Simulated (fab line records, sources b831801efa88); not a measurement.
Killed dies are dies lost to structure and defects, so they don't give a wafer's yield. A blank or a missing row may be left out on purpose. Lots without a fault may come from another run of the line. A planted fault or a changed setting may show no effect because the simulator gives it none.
One fault seen from 2 desks | flow gf180mcu | each desk has only its own numbers; what lay behind them comes last

THE METROLOGY DESK
What the gauges read, lot by lot, whatever tool the lot ran on: means of the sampled wafers that have a number. A lot is out of limits, marked OUT, if its mean lies more than 4 standard deviations from the usual mean; the brackets give that distance.
Columns: A = M1_ALCU_RS at GF_M1_RS_MEAS_05, usual 0.0697 ohm/sq
lot  | first seen here | A
L224 | day 16 03:23    | 0.0695
L225 | day 16 15:08    | 0.0701
L226 | day 16 20:37    | 0.0688
L230 | day 18 06:08    | 0.0701
L232 | day 18 21:25    | 0.0714
L236 | day 20 14:53    | 0.0694
L238 | day 21 11:48    | 0.0708
L240 | day 21 23:25    | 0.0689
L242 | day 22 15:41    | 0.0682
L243 | day 23 12:20    | 0.0701
L244 | day 23 13:51    | 0.0695
L246 | day 24 01:31    | 0.0700
L247 | day 24 07:19    | 0.0709
This desk's finding: nothing out of limits on any of the 13 lots.

THE TOOL OWNER'S DESK: pvd_sputter-01
The tool's own readings at GF_M1_SPUTTER_02 (material AlCu, target thk 450 nm, time 23.9 s): means of the sampled wafers that have a number, for each lot that ran on this tool. A lot is out of limits, marked OUT, if its mean lies more than 4 standard deviations from the usual mean; the brackets give that distance.
Columns: A = throttle_valve_pct at GF_M1_SPUTTER_02, usual 30.8 %
lot  | first seen here | A
L226 | day 16 20:31    | 30.6
L230 | day 18 06:02    | 30.5
L232 | day 18 21:16    | 31.1
L243 | day 23 12:13    | 31.4
This desk's finding: nothing out of limits on any of the 4 lots.

PUT TOGETHER
The metrology desk saw nothing out of limits.
The tool owner's desk saw nothing out of limits.

WHAT THE SIMULATOR HAD PUT IN
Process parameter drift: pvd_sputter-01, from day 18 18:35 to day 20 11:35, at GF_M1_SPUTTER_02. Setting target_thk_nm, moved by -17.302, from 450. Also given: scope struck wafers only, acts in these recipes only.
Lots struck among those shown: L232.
